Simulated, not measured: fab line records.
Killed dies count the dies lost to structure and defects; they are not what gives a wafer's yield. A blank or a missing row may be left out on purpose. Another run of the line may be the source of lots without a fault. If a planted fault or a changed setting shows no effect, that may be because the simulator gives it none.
Problem report, 8D (eight disciplines) form, completed by code || flow sky130 || the parts of the form that need people (team, actions taken, sign-off) are left out

## 1. WHAT WENT WRONG
Wafers free of any fault read 68.54 ohm/sq (standard deviation 0.13) for SD_N_RS at SKY_SD_N_RS_MEAS_16, against a mean of 78.36 ohm/sq on 6 wafers of 2 lots. Measured from the usual mean, that is +76 standard deviations.
The step: measures by four-point-probe.
The first sign was on wafer L118.1 at day 31 15:05, on film_metro-02. At this step, 30 wafers from 10 lots have a number in the record. Rule for "out" (also "out of limits"): further than 4 standard deviations from the usual mean. Any other wafer with a number is counted as sound.

## 2. WHAT IT IS, WHAT IT ISN'T
{"question": "which readings at this step", "is": "SD_N_RS", "is not": "-"}
{"question": "which lots", "is": "L118, L120", "is not": "L109, L111, L117, L124, L128, L129, L130, L132"}
{"question": "which wafers of those lots", "is": "all that have a number", "is not": "-"}
{"question": "read on which gauges", "is": "film_metro-02, film_metro-04", "is not": "film_metro-03"}
{"question": "when", "is": "from day 31 15:05", "is not": "up to then (9 sound wafers); but 15 sound wafers of L124, L128, L129, L130, L132 came after"}

## 3. SUSPECTS, AND WHAT RULES EACH OUT
Counting: a tool at a process step up to the reading stays a suspect if it ran every lot that is out and no sound lot after the first of them.
- the gauge at SKY_SD_N_RS_MEAS_16 is ruled out. The wafers that are out were read on 2 gauges (film_metro-02, film_metro-04).
- implanter-03 at SKY_SD_N_IMPLANT_09: ruled out as a lasting fault. Sound lots L132 ran on it after its first lot that is out, L118 (day 31 14:23).
- rtp_anneal-01 at SKY_SD_N_RTA_14 (time 2 s): ruled out as a lasting fault. Sound lots L124, L128, L130 ran on it after its first lot that is out, L118 (day 31 14:55).
Left after counting: nothing in the record.

## 4. THE CAUSE (what the simulator had put in)
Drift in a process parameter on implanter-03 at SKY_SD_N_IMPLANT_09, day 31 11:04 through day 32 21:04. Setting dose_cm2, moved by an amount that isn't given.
The count ruled it out by mistake, since the rule takes a fault to strike every lot its tool runs from the start of the fault on, and this one did not do so.

## 5. THE CHAIN OF EFFECTS, in route order
Rows list readings where the struck wafers' mean (over those with a number) sits beyond 3 standard deviations from the usual. Readings are gone through only where the record gives a usual standard deviation; hours: the median, over the lots, of the time from a lot's start at the first step in this table giving one to that lot's start at this step; sigmas: the change measured in usual standard deviations.
{"hours": 0, "step": "SKY_SD_N_IMPLANT_09", "reading": "beam_on_s", "usual": "18.7 s", "on struck wafers": 9.9, "change": -8.8, "sigmas": -9.3}
{"hours": 0, "step": "SKY_SD_N_IMPLANT_09", "reading": "dose_ions_cm2", "usual": 4e+15, "on struck wafers": 2e+15, "change": -2e+15, "sigmas": "-99 or more"}
{"hours": 0, "step": "SKY_SD_N_STRIP_11", "reading": "oes_product_au", "usual": "0.528 a.u.", "on struck wafers": 0.564, "change": "+0.035", "sigmas": "+7.7"}
{"hours": 0, "step": "SKY_SD_N_STRIP_11", "reading": "strip_time_to_endpoint_s", "usual": "22.57 s", "on struck wafers": 20.07, "change": -2.50, "sigmas": -69}
{"hours": 1, "step": "SKY_SD_N_RS_MEAS_16", "reading": "SD_N_RS", "usual": "68.54 ohm/sq", "on struck wafers": 78.36, "change": "+9.82", "sigmas": "+76"}
Process steps it contains:
- SKY_SD_N_IMPLANT_09
- SKY_SD_N_STRIP_11: strips in O2/N2.

## 6. HOW IT WOULD HAVE BEEN CAUGHT EARLIER
Counted from the fault's start at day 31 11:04, it took 4 hours until the first out-of-limits reading at a measuring or inspecting step in this record, taken at day 31 15:05.
The tool's own readings at SKY_SD_N_IMPLANT_09 were out on every struck wafer that the step has a row for (beam_on_s, dose_ions_cm2): an alarm limit on them would have fired on the first of those.
